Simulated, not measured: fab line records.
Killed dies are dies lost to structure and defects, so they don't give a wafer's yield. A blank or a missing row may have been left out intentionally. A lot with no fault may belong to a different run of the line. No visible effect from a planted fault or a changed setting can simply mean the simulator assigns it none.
A lot that was struck, set against a sound lot ; flow sky130 ; 15 out of 708 route steps
Sound: the wafers L409.3, L409.4, L409.6. Wafers L414.1, L414.2, L414.4 were the ones struck. The cause is named last.
At each step with rows: each side's tool, then ch and its chambers, then its first start. Under that, the readings that differ: sound wafers ; struck wafers ; difference of the means ; sigmas: that difference in standard deviations of wafers without a fault.
alike: same words and numbers on both sides, and readings whose means sit less than 2 such deviations apart. not compared: any withheld reading, any reading some wafer has no value for, any bound like >300 that may hide the same value, and any number with overlapping values for which the record gives no deviation.
The two part at a step that has a row with sigmas, a row that says differs or no value, or rows on one side only. Non-overlapping numbers with no deviation appear without sigmas and do not part them. Lack of a reading on every wafer of one side parts them only where that side has two or more wafers.

first, 5 steps without rows for these wafers: SKY_CAP2M_COAT_07 (resist thk 1140 nm); SKY_CAP2M_SOFTBAKE_08 (time 60 s); SKY_CAP2M_EXPOSE_09 (exposes mask CAP2M, target cd 1000 nm); SKY_CAP2M_PEB_10; SKY_CAP2M_DEVELOP_11 (develop time 60 s).
SKY_CAP2M_OVL_MEAS_12:
  sound on overlay-01, day 42 19:23; struck on overlay-01, day 44 03:23
  alike: CAP2M_OVL
SKY_CAP2M_METAL_ETCH_13: etches TiN in Cl2/BCl3, stops on SiO2, target depth 220 nm, time 62.9 s.
  sound on rie metal-02 ch 0,1, day 42 19:26; struck on rie metal-04 ch 0,1, day 44 03:25
  alike: drypump motor current A, oes product au, throttle valve pct
  not compared: rf hours counter h
SKY_CAP2M_STRIP_14: strips in O2/N2.
  sound on plasma asher-02 ch 0,1, day 42 19:32; struck on plasma asher-04 ch 0,1, day 44 03:29
  alike: drypump motor current A, oes product au, strip time to endpoint s
  not compared: rf hours counter h
then, 4 steps without rows for these wafers: SKY_CAP2M_STRIP_15 (strips in post etch residue remover, time 1200 s); SKY_CAP2M_CLEAN_16 (cleans in IPA, time 180 s); SKY_CAP2M_CLEAN_17 (cleans in O3/DIW); SKY_METAL4_DEHYDRATE_05 (time 60 s).
SKY_METAL4_HMDS_06: prime time 60 s.
  sound on litho track-03 ch 0, day 43 06:56; struck on litho track-04 ch 0, day 44 14:58
reading;sound;struck;difference;sigmas
prime temp c (C);119.96 120.14 120.06;118.75 119.06 118.93;-1.14;-8
then, 1 step without rows for these wafers: SKY_METAL4_COAT_07 (resist thk 60 nm).
-- the record jumps here: 4 days lie between the struck wafers' starts before and after (it left off in module METAL4 and takes up again in module PAD_OPEN, whose first step shown is number 708 of the route) --
SKY_PAD_OPEN_PROBE_99:
  sound on prober-02, day 47 14:49; struck on prober-01, day 48 15:59
  alike: defect limited yield, killed_at_M0_to_M3, killed_at_M4_up, killed at contacts, killed at front end, killed at other, killed dies, killed open, killed short, sort_bin_3_pad_short, sort_bin_5_function, sort_bin_6_memory, sort n pass, sort yield pct

## WHERE THEY PART
Only at SKY_METAL4_HMDS_06, within this record. Later steps at which nothing parts them and some readings are alike: SKY_PAD_OPEN_PROBE_99.

WHY: what the simulator had put in
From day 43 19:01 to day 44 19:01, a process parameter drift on litho track-04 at SKY_METAL4_HMDS_06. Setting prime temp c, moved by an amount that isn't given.
